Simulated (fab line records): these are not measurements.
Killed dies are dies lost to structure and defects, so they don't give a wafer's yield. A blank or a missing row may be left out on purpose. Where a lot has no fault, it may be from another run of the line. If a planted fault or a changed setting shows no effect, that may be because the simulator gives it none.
fab line records	flow sky130
record lots=7	wafers=21	last-day=49
route steps=708 shown VIA1@462 PAD_OPEN@708
lots untouched by any fault: they come from a run of this same line in which no faults occurred
start-h: hours from the record's opening day to when the first of the lot's shown wafers began	wait-h: hours from the lot's prior step to this one	" the same as in the row above	L1.1+2: a row that stands for several wafers	- no value present, or no start provided	* or withheld: withheld	< > ~ a bound
route shown NAME@n: names a module that has steps shown in the file, with the first one's number in the route	usual: the fault-free wafers' mean and standard deviation	same: alike in all rows	chamber/n: place in a boat	sites: per-site readings	_std_site: standard deviation across them	_edge_site: mean of outer sites minus mean of inner sites	radius-mm: for every site, how far away it sits from the centre of the wafer	mask NAME#n: copy n	behind: the most recent tool/chamber to have shaped the wafer	hold: what put the lot on hold/how long, in hours/how the hold closed	device: which transistor (n, p or np) failed to switch	end of line: the route-end tests of the same wafers	where a step has no rows: the recipe by itself	killed: the dies lost at the first sort to structure and to defects; this is not the yield of the wafer	map: a wafer's dies, x killed, . not, _ none there
set.NAME: the setting that was run; set.NAME@STEP: the one run at that earlier step	model.NAME: the simulator's own value behind a step, which no gauge read
lots at some steps of the route; a table a step, a row a wafer
services: a tool's chamber out of use, with start hour (start-h, from the record's first day; less than 0 if before it), hours out, and reason
## steps
# step SKY_VIA1_DEHYDRATE_04
# recipe temp-c=200	time-s=60
# step SKY_VIA1_HMDS_05
# recipe prime-time-s=60	prime-temp-c=120
# step SKY_VIA1_COAT_06
# recipe resist=BARC	temp-c=withheld	time-s=withheld	spin-rpm=3000	resist-thk-nm=60
# step SKY_VIA1_COAT_07
# recipe resist=KrF-thick	spin-rpm=3000	resist-thk-nm=450
# step SKY_VIA1_SOFTBAKE_08
# recipe temp-c=100	time-s=90	resist=KrF-thick
# step SKY_VIA1_EXPOSE_09
# recipe mask-id=VIM	na=0.8	source-shape=annular	sigma-inner=0.55	sigma-outer=0.85	target-cd-nm=150	dose-mj=38
# step SKY_VIA1_PEB_10
# recipe peb-temp-c=withheld	peb-time-s=withheld	resist=KrF-thick
# step SKY_VIA1_DEVELOP_11
# recipe develop-time-s=60	resist=KrF-thick	dev-temp-c=21
# step SKY_VIA1_CD_MEAS_12
# recipe target-cd-nm=150
# usual cd-nm=150.4/1.5
lot.wafer	tool	chamber	start-h	wait-h	cd-nm
L364.1	cd-sem-01	-	809.14	-	149.7
L364.2	"	-	"	"	148.6
L364.6	"	-	"	"	149.7
L367.2	cd-sem-02	-	815.46	-	150.3
L367.3	"	-	"	"	151.5
L367.4	"	-	"	"	151.3
L370.1	cd-sem-01	-	837.19	-	152.5
L370.3	"	-	"	"	150.0
L370.4	"	-	"	"	150.9
L371.3	cd-sem-02	-	845.83	-	150.6
L371.4	"	-	"	"	152.4
L371.6	"	-	"	"	148.7
L372.1	cd-sem-02	-	850.79	-	151.9
L372.2	"	-	"	"	149.4
L372.5	"	-	"	"	149.6
L373.2	cd-sem-02	-	870.36	-	151.2
L373.3	"	-	"	"	149.2
L373.6	"	-	"	"	151.9
L379.2	cd-sem-01	-	917.61	-	152.9
L379.4	"	-	"	"	152.9
L379.6	"	-	"	"	153.1
# step SKY_VIA1_OVL_MEAS_13
# usual VIA1_OVL=-1/6.1
lot.wafer	tool	chamber	start-h	wait-h	VIA1_OVL[nm]
L364.1	overlay-02	-	809.26	0.1	1
L364.2	"	-	"	"	-7
L364.6	"	-	"	"	-8
L367.2	overlay-02	-	815.56	0.1	3
L367.3	"	-	"	"	8
L367.4	"	-	"	"	3
L370.1	overlay-02	-	837.31	0.1	-11
L370.3	"	-	"	"	-7
L370.4	"	-	"	"	-6
L371.3	overlay-02	-	845.92	0.1	7
L371.4	"	-	"	"	9
L371.6	"	-	"	"	6
L372.1	overlay-01	-	850.91	0.1	5
L372.2	"	-	"	"	2
L372.5	"	-	"	"	2
L373.2	overlay-01	-	870.46	0.1	-3
L373.3	"	-	"	"	-7
L373.6	"	-	"	"	-7
L379.2	overlay-02	-	917.72	0.1	6
L379.4	"	-	"	"	0
L379.6	"	-	"	"	12
# step SKY_VIA1_ETCH_14
# recipe chemistry=N2/H2	target=BARC	ion-energy-ev=200	source-w=500	bias-w=100	pressure-mtorr=30	n2-flow-sccm=100	h2-flow-sccm=200	stop-on=SiO2	time-s=45.9	target-depth-a=600
# usual bias-w=100.03/0.3	drypump-motor-current-A=5.7/0.39	oes-product-au=0.854/0.0047	throttle-valve-pct=13.226/0.0093
lot.wafer	tool	chamber	start-h	wait-h	bias-w	drypump-motor-current-A	oes-product-au	rf-hours-counter-h	throttle-valve-pct
L364.1	rie-diel-04	0	809.30	0.0	99.46	5.1	0.857	7	13.239
L364.2	"	1	"	"	100.15	6.3	0.850	21	13.229
L364.6	"	0	"	"	100.01	5.2	0.855	-	13.228
L367.2	rie-diel-01	0	815.59	0.0	99.69	5.9	0.850	18	13.204
L367.3	"	3	"	"	100.26	6.5	0.851	8	13.223
L367.4	"	1	"	"	100.18	5.3	0.862	16	13.232
L370.1	rie-diel-01	0	837.35	0.0	100.47	5.9	0.860	18	13.228
L370.3	"	1	"	"	100.20	5.4	0.850	17	13.218
L370.4	"	3	"	"	99.83	6.5	0.855	9	13.234
L371.3	rie-diel-03	0	845.94	0.0	100.18	5.4	0.860	8	13.228
L371.4	"	2	"	"	100.20	5.9	0.851	-	13.229
L371.6	"	0	"	"	99.89	5.4	0.848	-	13.221
L372.1	rie-diel-04	2	850.95	0.0	99.91	5.7	0.858	15	13.225
L372.2	"	0	"	"	100.31	5.1	0.843	8	13.225
L372.5	"	0	"	"	99.87	5.1	0.849	-	13.239
L373.2	rie-diel-03	2	870.49	0.0	99.25	5.9	0.849	21	13.230
L373.3	"	1	"	"	99.88	5.8	0.853	0	13.227
L373.6	"	3	"	"	99.74	5.8	0.850	-	13.227
L379.2	rie-diel-03	0	917.75	0.0	100.46	5.4	0.852	11	13.218
L379.4	"	3	"	"	100.24	5.8	0.859	-	13.233
L379.6	"	0	"	"	100.22	5.4	0.855	-	13.226
# step SKY_VIA1_ETCH_15
# recipe target=SiO2	chemistry=C4F8/O2/Ar	target-depth-nm=351	stop-on=TiN	mask-material=KrF-thick	source-w=1500	bias-w=1200	pressure-mtorr=40	c4f8-flow-sccm=withheld	O2_flow_sccm=6	Ar_flow_sccm=300	time-s=54
# usual bias-w=1200/3.5	oes-product-au=0.982/0.006
lot.wafer	tool	chamber	start-h	wait-h	bias-w	oes-product-au
L364.1	rie-diel-04	0	809.34	0.0	1195	0.993
L364.2	"	1	"	"	1202	0.983
L364.6	"	0	"	"	1198	0.986
L367.2	rie-diel-01	0	815.63	0.0	1194	0.982
L367.3	"	3	"	"	1201	0.980
L367.4	"	1	"	"	1193	0.993
L370.1	rie-diel-01	0	837.39	0.0	1201	0.982
L370.3	"	1	"	"	1199	0.982
L370.4	"	3	"	"	1197	0.980
L371.3	rie-diel-03	0	845.98	0.0	1197	0.973
L371.4	"	2	"	"	1206	0.976
L371.6	"	0	"	"	1198	0.974
L372.1	rie-diel-04	2	850.99	0.0	1202	0.984
L372.2	"	0	"	"	1205	0.984
L372.5	"	0	"	"	1200	0.980
L373.2	rie-diel-03	2	870.53	0.0	1198	0.989
L373.3	"	1	"	"	1188	0.968
L373.6	"	3	"	"	1198	0.978
L379.2	rie-diel-03	0	917.79	0.0	1195	0.983
L379.4	"	3	"	"	1199	0.989
L379.6	"	0	"	"	1199	0.981
# step SKY_VIA1_STRIP_16
# recipe chemistry=O2/N2	power-w=1400	pressure-mtorr=1500	platen-temp-c=withheld	o2-flow-sccm=3000	n2-flow-sccm=300	overash-fraction=0.5
# usual chamber-pressure-mTorr=1500.0/1.3	drypump-motor-current-A=5.69/0.22	oes-product-au=0.416/0.0044	overash-fraction=0.5/0	strip-time-to-endpoint-s=4.460/0.023
lot.wafer	tool	chamber	start-h	wait-h	chamber-pressure-mTorr	drypump-motor-current-A	oes-product-au	overash-fraction	rf-hours-counter-h	strip-time-to-endpoint-s	model.KrF-thick_of_VIA1_COAT_07.thk-nm
L364.1	plasma-asher-01	1	809.39	0.0	1497.8	5.84	0.419	0.5	100	4.422	0
L364.2	"	0	"	"	1499.9	5.43	0.415	0.5	100	4.474	0
L364.6	"	0	"	"	1501.3	5.43	0.409	0.5	-	4.424	0
L367.2	plasma-asher-03	1	815.68	0.0	1500.3	5.77	0.421	0.5	66	4.439	0
L367.3	"	0	"	"	1499.7	5.86	0.416	0.5	-	4.451	0
L367.4	"	1	"	"	1501.4	5.77	0.410	0.5	-	4.450	0
L370.1	plasma-asher-01	0	837.44	0.0	-	-	-	-	-	-	321
L370.3	"	0	"	"	-	-	-	-	-	-	322.2
L370.4	"	1	"	"	-	-	-	-	-	-	324.4
L371.3	plasma-asher-02	0	846.06	0.1	-	-	-	-	-	-	326.3
L371.4	"	1	"	"	-	-	-	-	-	-	321.6
L371.6	"	1	"	"	-	-	-	-	-	-	326.3
L372.1	plasma-asher-03	1	851.04	0.0	-	-	-	-	-	-	319.6
L372.2	"	0	"	"	-	-	-	-	-	-	320.4
L372.5	"	0	"	"	-	-	-	-	-	-	319.9
L373.2	plasma-asher-03	1	870.58	0.0	1500.0	5.76	0.416	0.5	72	4.434	0
L373.3	"	1	"	"	1499.4	5.76	0.414	0.5	-	4.459	0
L373.6	"	0	"	"	1501.7	5.86	0.414	0.5	-	4.470	0
L379.2	plasma-asher-01	1	917.84	0.0	1498.1	5.84	0.413	0.5	110	4.467	0
L379.4	"	0	"	"	1500.2	5.44	0.417	0.5	-	4.457	0
L379.6	"	1	"	"	1500.4	5.84	0.417	0.5	-	4.486	0
# step SKY_VIA1_STRIP_17
# recipe chemistry=post-etch-residue-remover	time-s=1200	temp-c=72.5
# step SKY_PAD_OPEN_PROBE_99
# usual defect-limited-yield=82.6/1.8	killed_at_M0_to_M3=44/6.5	killed_at_M4_up=3.3/1.9	killed-at-contacts=23/4.7	killed-at-front-end=15/4.5	killed-at-other=0.2/0.52	killed-dies=86/8.9	killed-on-rim=17/3.7	killed-open=47/6.8	killed-short=39/6.1	sort_bin_3_pad_short=0.8/0.44	sort_bin_5_function=10.3/1.4	sort_bin_6_memory=6.3/1.1	sort-n-pass=406/8.9	sort-yield-pct=82.6/1.8
# same gross-dies=492	killed-at-back-side=0	sort_bin_4_leakage[%]=0	sort_bin_8_speed[%]=0
lot.wafer	tool	chamber	start-h	wait-h	defect-limited-yield[%]	killed_at_M0_to_M3	killed_at_M4_up	killed-at-contacts	killed-at-front-end	killed-at-other	killed-dies	killed-on-rim	killed-open	killed-short	sort_bin_3_pad_short[%]	sort_bin_5_function[%]	sort_bin_6_memory[%]	sort-n-pass	sort-yield-pct[%]
L364.1	prober-01	-	1084.80	0.1	81.9	42	3	27	17	0	89	16	58	31	0	10.6	7.5	403	81.9
L364.2	prober-01	-	1084.85	0.1	84.8	39	2	26	8	0	75	16	41	34	0.6	10.0	4.7	417	84.8
L364.6	prober-01	-	1085.05	0.2	83.5	46	3	23	9	0	81	13	48	33	0.2	11.0	5.3	411	83.5
L367.2	prober-02	-	1090.56	0.1	84.6	37	4	21	14	0	76	12	50	26	0.4	10.0	5.1	416	84.6
L367.3	prober-02	-	1090.61	0.2	83.1	44	4	26	9	0	83	21	49	34	0.4	10.0	6.5	409	83.1
L367.4	prober-02	-	1090.66	0.2	82.9	41	6	20	17	0	84	10	43	41	1.2	11.0	4.9	408	82.9
L370.1	prober-02	-	1108.06	0.1	0	451	1	23	17	0	492	96	48	35	0.6	93.5	5.9	0	0
L370.3	prober-02	-	1108.16	0.2	0	460	3	16	13	0	492	96	43	36	0.6	91.1	8.3	0	0
L370.4	prober-02	-	1108.21	0.2	0	443	3	26	20	0	492	96	56	38	0.8	92.5	6.7	0	0
L371.3	prober-01	-	1114.66	0.2	0	458	3	22	9	0	492	96	43	34	1.8	93.5	4.7	0	0
L371.4	prober-01	-	1114.71	0.2	0	463	3	16	9	1	492	96	40	32	0.4	93.1	6.5	0	0
L371.6	prober-01	-	1114.81	0.2	0	451	3	20	18	0	492	96	53	27	0.6	91.9	7.5	0	0
L372.1	prober-02	-	1119.58	0.1	0	448	3	25	15	1	492	96	47	33	0.4	93.5	6.1	0	0
L372.2	prober-02	-	1119.63	0.1	0	447	4	18	21	2	492	96	47	41	0.4	93.7	5.9	0	0
L372.5	prober-02	-	1119.78	0.2	0	452	1	21	16	2	492	96	35	47	0.2	94.5	5.3	0	0
L373.2	prober-01	-	1134.85	0.1	80.9	48	4	26	16	0	94	16	51	43	1.0	10.8	7.3	398	80.9
L373.3	prober-01	-	1134.90	0.2	80.3	47	2	28	20	0	97	21	54	43	1.0	11.2	7.5	395	80.3
L373.6	prober-01	-	1135.05	0.2	80.5	51	7	24	13	1	96	24	55	41	0.6	11.2	7.7	396	80.5
L379.2	prober-02	-	1165.48	0.1	83.3	42	2	17	21	0	82	13	40	42	0.8	8.5	7.3	410	83.3
L379.4	prober-02	-	1165.58	0.2	82.3	49	3	22	12	1	87	17	43	44	0.4	11.6	5.7	405	82.3
L379.6	prober-02	-	1165.68	0.2	84.3	36	3	19	19	0	77	16	42	35	0.6	9.8	5.3	415	84.3
# killed by level:class
L364.1 LI_CONTACT:geometric-particle:open=13 VIA1:geometric-particle:open=11 CONTACT:geometric-particle:short=8 VIA2:geometric-particle:open=8 CONTACT:geometric-particle:open=5 VIA3:geometric-particle:open=5 VIA1:geometric-particle:short=5 FIELD_ISO:geometric-particle:short=4
L364.2 CONTACT:geometric-particle:open=9 LI_CONTACT:geometric-particle:open=8 VIA1:geometric-particle:open=8 VIA3:geometric-particle:open=6 METAL2:geometric-particle:short=6 VIA2:geometric-particle:open=6 CONTACT:geometric-particle:short=5 METAL1:geometric-particle:short=4
L364.6 VIA2:geometric-particle:open=12 VIA1:geometric-particle:open=10 METAL1:geometric-particle:short=9 LI_CONTACT:geometric-particle:open=8 CONTACT:geometric-particle:open=8 LOCAL_INTERCONNECT:geometric-particle:short=4 VIA3:geometric-particle:open=4 METAL4:geometric-particle:short=3
L367.2 VIA2:geometric-particle:open=12 CONTACT:geometric-particle:open=8 VIA1:geometric-particle:open=6 POLY_GATE:geometric-particle:short=5 LI_CONTACT:geometric-particle:open=5 METAL2:geometric-particle:short=4 POLY_GATE:geometric-particle:open=4 VIA3:geometric-particle:open=4
L367.3 CONTACT:geometric-particle:open=11 VIA3:geometric-particle:open=9 VIA1:geometric-particle:open=7 LI_CONTACT:geometric-particle:open=6 METAL1:geometric-particle:short=6 POLY_GATE:geometric-particle:short=5 VIA2:geometric-particle:open=5 CONTACT:geometric-particle:short=4
L367.4 VIA1:geometric-particle:open=12 CONTACT:geometric-particle:open=10 METAL4:geometric-particle:short=6 POLY_GATE:geometric-particle:short=5 CONTACT:geometric-particle:short=5 VIA1:geometric-particle:short=5 VIA2:geometric-particle:open=5 FIELD_ISO:geometric-particle:open=4
L370.1 VIA1:area-sputter=409 CONTACT:geometric-particle:open=12 VIA1:geometric-particle:open=9 LI_CONTACT:geometric-particle:open=6 VIA2:geometric-particle:open=6 METAL3:geometric-particle:short=6 VIA3:geometric-particle:open=6 FIELD_ISO:geometric-particle:short=5
L370.3 VIA1:area-sputter=413 VIA1:geometric-particle:open=11 VIA3:geometric-particle:open=8 METAL2:geometric-particle:short=6 METAL1:geometric-particle:short=6 VIA2:geometric-particle:open=6 CONTACT:geometric-particle:open=5 LI_CONTACT:geometric-particle:open=4
L370.4 VIA1:area-sputter=398 VIA3:geometric-particle:open=10 LI_CONTACT:geometric-particle:open=10 CONTACT:geometric-particle:open=9 POLY_GATE:geometric-particle:short=6 FIELD_ISO:geometric-particle:open=5 METAL2:geometric-particle:short=5 VIA2:geometric-particle:open=5
L371.3 VIA1:area-sputter=415 VIA1:geometric-particle:open=11 VIA3:geometric-particle:open=8 CONTACT:geometric-particle:open=7 VIA3:geometric-particle:short=7 LOCAL_INTERCONNECT:geometric-particle:short=5 LI_CONTACT:geometric-particle:open=4 METAL1:geometric-particle:short=4
L371.4 VIA1:area-sputter=420 VIA3:geometric-particle:open=10 CONTACT:geometric-particle:open=7 METAL2:geometric-particle:short=7 VIA2:geometric-particle:open=7 LOCAL_INTERCONNECT:geometric-particle:short=4 VIA1:geometric-particle:open=4 FIELD_ISO:geometric-particle:short=3
L371.6 VIA1:area-sputter=412 VIA2:geometric-particle:open=9 VIA1:geometric-particle:open=8 POLY_GATE:geometric-particle:short=7 LI_CONTACT:geometric-particle:open=7 VIA3:geometric-particle:open=7 FIELD_ISO:geometric-particle:open=5 LOCAL_INTERCONNECT:geometric-particle:short=5
L372.1 VIA1:area-sputter=412 CONTACT:geometric-particle:open=9 VIA2:geometric-particle:open=9 LI_CONTACT:geometric-particle:open=6 VIA3:geometric-particle:open=6 VIA1:geometric-particle:open=6 CONTACT:geometric-particle:short=5 METAL2:geometric-particle:short=5
L372.2 VIA1:area-sputter=404 VIA2:geometric-particle:open=8 VIA1:geometric-particle:open=8 FIELD_ISO:geometric-particle:short=7 FIELD_ISO:geometric-particle:open=6 CONTACT:geometric-particle:open=6 VIA2:geometric-particle:short=6 LOCAL_INTERCONNECT:geometric-particle:short=5
L372.5 VIA1:area-sputter=410 METAL2:geometric-particle:short=9 LOCAL_INTERCONNECT:geometric-particle:short=9 VIA1:geometric-particle:open=8 CONTACT:geometric-particle:open=5 METAL1:geometric-particle:short=5 VIA2:geometric-particle:open=4 FIELD_ISO:geometric-particle:short=3
L373.2 VIA1:geometric-particle:open=15 VIA3:geometric-particle:open=10 CONTACT:geometric-particle:open=8 LI_CONTACT:geometric-particle:open=7 LOCAL_INTERCONNECT:geometric-particle:short=7 FIELD_ISO:geometric-particle:short=6 VIA1:geometric-particle:short=5 METAL2:geometric-particle:short=5
L373.3 FIELD_ISO:geometric-particle:open=9 CONTACT:geometric-particle:open=8 CONTACT:geometric-particle:short=7 VIA2:geometric-particle:open=7 VIA3:geometric-particle:open=7 LOCAL_INTERCONNECT:geometric-particle:short=6 VIA1:geometric-particle:short=6 VIA1:geometric-particle:open=6
L373.6 VIA1:geometric-particle:open=15 CONTACT:geometric-particle:open=12 METAL2:geometric-particle:short=9 VIA2:geometric-particle:short=6 FIELD_ISO:geometric-particle:open=5 VIA3:geometric-particle:open=5 VIA2:geometric-particle:open=4 METAL4:geometric-particle:short=4
L379.2 CONTACT:geometric-particle:open=7 VIA2:geometric-particle:open=7 VIA1:geometric-particle:open=6 VIA3:geometric-particle:open=6 FIELD_ISO:geometric-particle:short=5 METAL2:geometric-particle:short=5 FIELD_ISO:geometric-particle:open=4 POLY_GATE:geometric-particle:short=4
L379.4 VIA1:geometric-particle:short=8 VIA1:geometric-particle:open=8 VIA3:geometric-particle:open=7 CONTACT:geometric-particle:open=7 METAL1:geometric-particle:short=6 LI_CONTACT:geometric-particle:open=5 METAL1:geometric-particle:open=5 METAL2:geometric-particle:short=5
L379.6 VIA3:geometric-particle:open=9 VIA1:geometric-particle:open=9 FIELD_ISO:geometric-particle:open=8 VIA3:geometric-particle:short=6 LOCAL_INTERCONNECT:geometric-particle:short=5 CONTACT:geometric-particle:open=5 POLY_GATE:geometric-particle:short=4 LI_CONTACT:geometric-particle:open=4
# map L370.1 (x killed, . not)
__________xxxxxxxxxx_________
________xxxxxxxxxxxxxx_______
______xxxxxxxxxxxxxxxxxx_____
_____xxxxxxxxxxxxxxxxxxxx____
____xxxxxxxxxxxxxxxxxxxxxx___
___xxxxxxxxxxxxxxxxxxxxxxxx__
__xxxxxxxxxxxxxxxxxxxxxxxxxx_
_xxxxxxxxxxxxxxxxxxxxxxxxxxxx
_xxxxxxxxxxxxxxxxxxxxxxxxxxxx
_xxxxxxxxxxxxxxxxxxxxxxxxxxxx
_xxxxxxxxxxxxxxxxxxxxxxxxxxxx
_xxxxxxxxxxxxxxxxxxxxxxxxxxxx
_xxxxxxxxxxxxxxxxxxxxxxxxxxxx
_xxxxxxxxxxxxxxxxxxxxxxxxxxxx
_xxxxxxxxxxxxxxxxxxxxxxxxxxxx
__xxxxxxxxxxxxxxxxxxxxxxxxxx_
___xxxxxxxxxxxxxxxxxxxxxxxx__
____xxxxxxxxxxxxxxxxxxxxxx___
_____xxxxxxxxxxxxxxxxxxxx____
______xxxxxxxxxxxxxxxxxx_____
________xxxxxxxxxxxxxx_______
__________xxxxxxxxxx_________
# map L371.3 (x killed, . not)
__________xxxxxxxxxx_________
________xxxxxxxxxxxxxx_______
______xxxxxxxxxxxxxxxxxx_____
_____xxxxxxxxxxxxxxxxxxxx____
____xxxxxxxxxxxxxxxxxxxxxx___
___xxxxxxxxxxxxxxxxxxxxxxxx__
__xxxxxxxxxxxxxxxxxxxxxxxxxx_
_xxxxxxxxxxxxxxxxxxxxxxxxxxxx
_xxxxxxxxxxxxxxxxxxxxxxxxxxxx
_xxxxxxxxxxxxxxxxxxxxxxxxxxxx
_xxxxxxxxxxxxxxxxxxxxxxxxxxxx
_xxxxxxxxxxxxxxxxxxxxxxxxxxxx
_xxxxxxxxxxxxxxxxxxxxxxxxxxxx
_xxxxxxxxxxxxxxxxxxxxxxxxxxxx
_xxxxxxxxxxxxxxxxxxxxxxxxxxxx
__xxxxxxxxxxxxxxxxxxxxxxxxxx_
___xxxxxxxxxxxxxxxxxxxxxxxx__
____xxxxxxxxxxxxxxxxxxxxxx___
_____xxxxxxxxxxxxxxxxxxxx____
______xxxxxxxxxxxxxxxxxx_____
________xxxxxxxxxxxxxx_______
__________xxxxxxxxxx_________
## services
tool	chamber	start-h	hours	kind
rie-diel-04	3	790.04	21.8	repair
plasma-asher-01	-	799.02	3.8	repair
rie-diel-03	1	815.95	1.8	repair
rie-diel-03	1	835.87	-	clean
rie-diel-03	1	835.87	18.4	scheduled-down
rie-diel-03	1	835.87	18.4	vent-cycle
rie-diel-04	-	857.61	0.7	repair
rie-diel-04	-	877.54	14.6	pm
rie-diel-01	3	883.02	14.6	repair
plasma-asher-02	-	883.55	6.7	repair
rie-diel-03	1	916.66	1.3	repair
## key
first-sign step=SKY_VIA1_STRIP_16	reading=tool-record	direction=missing
effect step=SKY_PAD_OPEN_PROBE_99	reading=killed_at_M0_to_M3	direction=up	sigmas=63	usual=44	struck=453
model-effect step=SKY_VIA1_STRIP_16	value=KrF-thick_of_VIA1_COAT_07.thk-nm	without=0	struck=322.4
more-kills-born-at SKY_VIA1_SPUTTER_20@pvd-sputter-01=1247	SKY_VIA1_SPUTTER_20@pvd-sputter-02=1226	SKY_VIA1_SPUTTER_20@pvd-sputter-04=1220
met-at SKY_VIA1_STRIP_16
struck-wafers L370.1,L370.3,L370.4,L371.3,L371.4,L371.6,L372.1,L372.2,L372.5
later-rows-left-out L370.1,L370.3,L370.4,L371.3,L371.4,L371.6,L372.1,L372.2,L372.5
onset-between 815.68 837.44
fault kind=skipped-step-whole	tool=plasma-asher-01,plasma-asher-02,plasma-asher-03	chamber=-	onset-h=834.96	steps=SKY_VIA1_STRIP_16	scope=struck-lots-only
# later-rows-left-out: the simulator's readings of these wafers behind a module that went badly wrong aren't trusted and aren't shown, but for the sort
